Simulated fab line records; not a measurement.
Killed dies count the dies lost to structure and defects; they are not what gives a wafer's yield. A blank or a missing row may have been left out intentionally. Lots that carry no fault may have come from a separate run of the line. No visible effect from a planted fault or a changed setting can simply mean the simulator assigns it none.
A lot that was struck, set against a sound lot || flow sky130 || 15 out of 708 route steps
Sound: wafers L772.4, L772.5, L772.6. Wafers L781.3, L781.4, L781.5 were the ones struck. The cause is given at the end.
For every step that has rows: the tool of each side, followed by ch and its chambers, followed by its first start. Under that, the readings that differ: sound wafers || struck wafers || difference of the means || sigmas: that difference in standard deviations of wafers without a fault.
alike: same words and numbers on both sides, and readings whose means sit less than 2 such deviations apart. not compared: any withheld reading, any reading some wafer has no value for, any bound like >300 that may hide the same value, and any number with overlapping values for which the record gives no deviation.
Wherever a step has rows on one side only, a row that says differs or no value, or a row with sigmas, the two part there. Numbers that have no deviation but don't overlap get no sigmas and don't part them. A reading that every wafer of one side lacks parts them only if that side has two wafers or more.

SKY_VIA2_SPUTTER_20: material TiN, target thk 20 nm, time 80 s.
  sound on pvdSputter-02, day 41 02:34; struck on pvdSputter-01, day 42 23:16
  alike: chamberPressurePa, throttleValvePct
then, 1 step without rows for these wafers: SKY_VIA2_CVD_21 (deposits W, target thk 420 nm, time 126.4 s).
SKY_VIA2_RS_MEAS_22: the measuring method here is four-point-probe.
  sound on filmMetro-04, day 41 02:49; struck on filmMetro-04, day 42 23:29
  alike: VIA2_W_RS
SKY_VIA2_THK_MEAS_23: measures by xrf.
  sound on filmMetro-04, day 41 02:54; struck on filmMetro-04, day 42 23:35
  alike: VIA2_W_THK
SKY_VIA2_CMP_24: polishes, stops on SiO2, t overpolish 20 s, target thk 0 nm.
  sound on cmp-02 ch 0,3, day 41 02:56; struck on cmp-02 ch 0,1,3, day 42 23:41
  alike: edgeZonePressureFrac, motorCurrentA, overpolishRunS, timeToEndpointS
SKY_METAL3_SPUTTER_00: material Ti, target thk 15 nm, time 10 s.
  sound on pvdSputter-03, day 41 03:14; struck on pvdSputter-03, day 42 23:56
  alike: chamberPressurePa, throttleValvePct
SKY_METAL3_SPUTTER_01: material TiN, target thk 20 nm, time 16.7 s.
  sound on pvdSputter-03, day 41 03:15; struck on pvdSputter-03, day 42 23:58
  alike: chamberPressurePa, throttleValvePct
SKY_METAL3_SPUTTER_02: material AlCu, target thk 735 nm, time 39.1 s.
  sound on pvdSputter-03, day 41 03:16; struck on pvdSputter-03, day 42 23:59
  alike: chamberPressurePa, throttleValvePct
then, 3 steps without rows for these wafers: SKY_METAL3_SPUTTER_03 (material Ti, target thk 5 nm, time 3.3 s); SKY_METAL3_SPUTTER_04 (material TiN, target thk 70 nm, time 58.3 s); SKY_CAPM_CVD_00 (deposits SiO2, target thk 15.5 nm).
SKY_CAPM_THK_MEAS_01:
  sound on filmMetro-03, day 41 03:26; struck on filmMetro-02, day 43 00:08
  alike: CAPM_CVD_00_THK
SKY_CAPM_SPUTTER_02: material TiN, target thk 200 nm, time 166.7 s.
  sound on pvdSputter-01, day 41 03:28; struck on pvdSputter-04, day 43 00:10
{"reading": "chamberPressurePa (Pa)", "sound": "0.3993 0.4007 0.3999", "struck": "0.4352 0.4355 0.4345", "difference": "+0.0351", "sigmas": "+41"}
  alike: susceptorTempC, throttleValvePct
SKY_CAPM_RS_MEAS_03: the measuring method here is four-point-probe.
  sound on filmMetro-02, day 41 03:38; struck on filmMetro-04, day 43 00:19
{"reading": "CAPM_TIN_RS (ohm/sq)", "sound": "6.80 6.91 6.83", "struck": "7.04 7.06 7.06", "difference": "+0.21", "sigmas": "+3"}
SKY_PAD_OPEN_PROBE_99:
  the record holds rows for the sound wafers here (prober-01, day 49 11:22) but none for the struck ones

WHERE THEY PART
Last at SKY_PAD_OPEN_PROBE_99 as far as this record goes, first at SKY_CAPM_SPUTTER_02.

WHY: what had been put in by the simulator
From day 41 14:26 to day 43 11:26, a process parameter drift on pvdSputter-04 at SKY_CAPM_SPUTTER_02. From 0.4, the setting chamberPressurePa moved by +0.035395. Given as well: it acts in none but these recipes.
